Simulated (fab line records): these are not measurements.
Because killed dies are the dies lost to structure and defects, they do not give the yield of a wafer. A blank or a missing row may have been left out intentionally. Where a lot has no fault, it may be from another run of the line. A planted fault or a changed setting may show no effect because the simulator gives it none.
Chamber matching :: flow sky130 :: SKY_VIA4_ETCH_12 on rie_diel-01: 4 sister chambers
The step etches SiO2 in C4F8/O2/Ar, stops on TiN, target depth 580 nm. 8 wafers are shown with their chamber, then 9 later ones without.

EACH WAFER AND ITS CHAMBER
wafer: L080.2
chamber: 1
oes_product_au (a.u.): 0.926

wafer: L081.4
chamber: 2
oes_product_au (a.u.): 0.923

wafer: L085.4
chamber: 0
oes_product_au (a.u.): 0.921

wafer: L085.5
chamber: 2
oes_product_au (a.u.): 0.916

wafer: L085.6
chamber: 3
oes_product_au (a.u.): 0.933

wafer: L088.3
chamber: 3
oes_product_au (a.u.): 0.927

wafer: L088.4
chamber: 0
oes_product_au (a.u.): 0.924

wafer: L088.5
chamber: 1
oes_product_au (a.u.): 0.936

WAFERS MISSING THEIR CHAMBER
wafer: L092.3
oes_product_au (a.u.): 0.919

wafer: L092.4
oes_product_au (a.u.): 0.927

wafer: L092.6
oes_product_au (a.u.): 0.927

wafer: L095.2
oes_product_au (a.u.): 0.926

wafer: L095.3
oes_product_au (a.u.): 0.916

wafer: L095.6
oes_product_au (a.u.): 0.928

wafer: L097.1
oes_product_au (a.u.): 0.932

wafer: L097.3
oes_product_au (a.u.): 0.928

wafer: L097.4
oes_product_au (a.u.): 0.922

EACH ONE'S CHAMBER
wafer: L092.3
from the rows above: can't be placed: 2 or 0
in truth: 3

wafer: L092.4
from the rows above: can't be placed: 3 or 1 or 0 or 2
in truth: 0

wafer: L092.6
from the rows above: can't be placed: 3 or 1 or 0 or 2
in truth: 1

wafer: L095.2
from the rows above: can't be placed: 0 or 3 or 1 or 2
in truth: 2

wafer: L095.3
from the rows above: can't be placed: 2 or 0
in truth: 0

wafer: L095.6
from the rows above: can't be placed: 3 or 1 or 0 or 2
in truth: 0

wafer: L097.1
from the rows above: can't be placed: 1 or 3 or 0
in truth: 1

wafer: L097.3
from the rows above: can't be placed: 3 or 1 or 0 or 2
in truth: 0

wafer: L097.4
from the rows above: can't be placed: 0 or 2 or 3 or 1
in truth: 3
Placed correctly: 0 of 9. Not placeable from these rows: 9 (in 8, the candidates include the true chamber). Placed wrongly: 0.
How it was worked out, from the rows above alone: a wafer's distance from a chamber is the root of the sum, over the readings, of the square of ((its reading less the chamber's mean) divided by the reading's scatter). If the next closest chamber is less than 2 further off than the closest, the wafer can't be placed; otherwise it belongs to the closest. For every chamber, the mean is computed from those of its wafers that are shown. The scatter: the root of (the sum of the squares of (reading less its chamber's mean) over the shown wafers, divided by (wafers less chambers)).
